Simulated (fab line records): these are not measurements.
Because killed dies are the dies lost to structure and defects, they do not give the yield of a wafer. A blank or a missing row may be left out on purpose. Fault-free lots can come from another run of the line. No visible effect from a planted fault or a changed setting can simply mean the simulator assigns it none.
Which tool is to blame? | flow sfq-line | 14 lots with 42 wafers sampled at 3 steps, on a route of 325 steps

== WHAT THE GAUGES READ, wafer by wafer ==
SFQ_I2_BOW_MEAS_917.
lot  | measured     | on            | I2_BOW (um)
L887 | day 20 14:31 | film-metro-03 | 3 8 4
L888 | day 20 20:31 | film-metro-01 | 7 11 -5
L889 | day 21 11:41 | film-metro-03 | -8 13 20
L893 | day 23 05:59 | film-metro-03 | 7 0 -4
L897 | day 25 07:55 | film-metro-03 | 9 -4 1
L898 | day 25 10:55 | film-metro-01 | 8 6 -4
L899 | day 25 16:54 | film-metro-04 | 19 24 7
L902 | day 26 16:56 | film-metro-03 | -16 -18 3
L903 | day 27 01:02 | film-metro-04 | 11 -4 0
L904 | day 27 13:54 | film-metro-03 | 8 12 -1
L905 | day 27 19:55 | film-metro-04 | 6 2 4
L906 | day 28 07:56 | film-metro-03 | 3 4 5
L907 | day 28 16:55 | film-metro-04 | -8 1 -5
L909 | day 34 18:55 | film-metro-01 | -7 -7 5

== EACH LOT AND THE TOOL THAT RAN IT (in order: tool; ch and the chambers of the sampled wafers; start) ==
lot  | SFQ_TRILAYER_M0_STRIP_STRIP_025   | SFQ_TRILAYER_I1_VIA_LITHO_EXPOSE_050
L887 | rie-metal-02 ch 0,1, day 8 21:44  | krf-scanner-01 ch 0, day 18 23:43
L888 | rie-metal-04 ch 0,1, day 9 03:52  | krf-scanner-01 ch 0, day 19 09:25
L889 | rie-metal-04 ch 0,1, day 9 09:35  | krf-scanner-01 ch 0, day 19 16:13
L893 | rie-metal-02 ch 0,1, day 10 23:56 | krf-scanner-01 ch 0, day 22 00:31
L897 | rie-metal-04 ch 0,1, day 12 04:32 | krf-scanner-01 ch 0, day 24 04:55
L898 | rie-metal-02 ch 0,1, day 12 08:08 | krf-scanner-01, day 24 08:31
L899 | rie-metal-02 ch 0,1, day 12 15:20 | krf-scanner-01, day 24 13:07
L902 | rie-metal-01 ch 0,1, day 13 03:32 | krf-scanner-01 ch 0, day 25 18:44
L903 | rie-metal-01 ch 0,1, day 13 11:08 | krf-scanner-01 ch 0, day 25 23:32
L904 | rie-metal-04 ch 0,1, day 13 19:20 | krf-scanner-01 ch 0, day 26 09:56
L905 | rie-metal-02 ch 0,1, day 14 06:59 | krf-scanner-01 ch 0, day 26 21:16
L906 | rie-metal-04 ch 0,1, day 14 12:10 | krf-scanner-01 ch 0, day 27 04:22
L907 | rie-metal-04 ch 0,1, day 14 14:16 | krf-scanner-01 ch 0, day 27 15:06
L909 | rie-metal-02 ch 1, day 15 09:28   | krf-scanner-01 ch 0, day 34 04:37
- SFQ_TRILAYER_M0_STRIP_STRIP_025: strips in O2.
- SFQ_TRILAYER_I1_VIA_LITHO_EXPOSE_050: exposes mask I1, target cd 500 nm.

== AS READ BY THE TOOLS THEMSELVES (means over the sampled wafers that have a number; for cases with no such wafer, the mark the record gives instead) ==
SFQ_TRILAYER_M0_STRIP_STRIP_025.
lot  | tool         | chamber-pressure-mTorr (mTorr) | drypump-motor-current-A (A) | oes-product-au (a.u.)
L887 | rie-metal-02 | 49.98                          | 5.28                        | 1.006
L888 | rie-metal-04 | 50.02                          | 5.30                        | 1.000
L889 | rie-metal-04 | 50.02                          | 5.16                        | 1.003
L893 | rie-metal-02 | 50.03                          | 5.28                        | 0.987
L897 | rie-metal-04 | 49.99                          | 5.30                        | 1.002
L898 | rie-metal-02 | 49.96                          | 5.27                        | 0.995
L899 | rie-metal-02 | 50.00                          | 5.26                        | 1.000
L902 | rie-metal-01 | 49.99                          | 5.34                        | 1.002
L903 | rie-metal-01 | 50.00                          | 5.47                        | 1.008
L904 | rie-metal-04 | 50.01                          | 5.18                        | 0.999
L905 | rie-metal-02 | 50.02                          | 5.28                        | 0.994
L906 | rie-metal-04 | 50.01                          | 5.16                        | 1.006
L907 | rie-metal-04 | 50.07                          | 5.33                        | 1.001
L909 | rie-metal-02 | 50.02                          | 5.25                        | 0.990

SFQ_TRILAYER_I1_VIA_LITHO_EXPOSE_050.
lot  | tool           | exposure-dose-mJ-cm2 | focus-offset-nm (nm)
L887 | krf-scanner-01 | 21.290               | -0.3
L888 | krf-scanner-01 | 21.310               | 0.3
L889 | krf-scanner-01 | 21.287               | -0.5
L893 | krf-scanner-01 | 21.318               | -0.1
L897 | krf-scanner-01 | 21.288               | -0.3
L898 | krf-scanner-01 | -                    | -
L899 | krf-scanner-01 | -                    | -
L902 | krf-scanner-01 | 21.297               | -1.0
L903 | krf-scanner-01 | 21.304               | -0.3
L904 | krf-scanner-01 | 21.298               | 0.5
L905 | krf-scanner-01 | 21.303               | -0.1
L906 | krf-scanner-01 | 21.267               | -0.1
L907 | krf-scanner-01 | 21.278               | 0.1
L909 | krf-scanner-01 | 21.288               | 0.3

== THE ANSWER, worked out from the rows above alone ==
Rule: the usual values come from the lots themselves. Put in order of their means at a reading, lots are off if they are a third of the lots or fewer, leave a main group of 4 or more, and stand apart from it by a gap of 3 or more times the standard deviation of the main group's means; of several such gaps the widest counts. A main group is skipped when, at the precision printed for the reading in the tables above, its means are all equal. Also off: a lot with no number at a reading for which 4 or more lots have one. The other lots that the step has rows for count as sound. Order of review: gauges by route order, followed by the tools' own readings, for which a lot's mean as printed above is used. At the first step where some lot is off, the reading lying furthest off is the one used; lots without a number count as furthest.
Off: L898, L899, at SFQ_TRILAYER_I1_VIA_LITHO_EXPOSE_050 (exposure-dose-mJ-cm2). Without a number there: L898, L899. The main group has a mean of 21.294 with a standard deviation of 0.013.
If a tool, at that step or one of the process steps before it, ran each lot that is off and ran no sound lot following the first of them, it fits. Of those tried, none fits.

== WHAT THE SIMULATOR HAD PUT IN ==
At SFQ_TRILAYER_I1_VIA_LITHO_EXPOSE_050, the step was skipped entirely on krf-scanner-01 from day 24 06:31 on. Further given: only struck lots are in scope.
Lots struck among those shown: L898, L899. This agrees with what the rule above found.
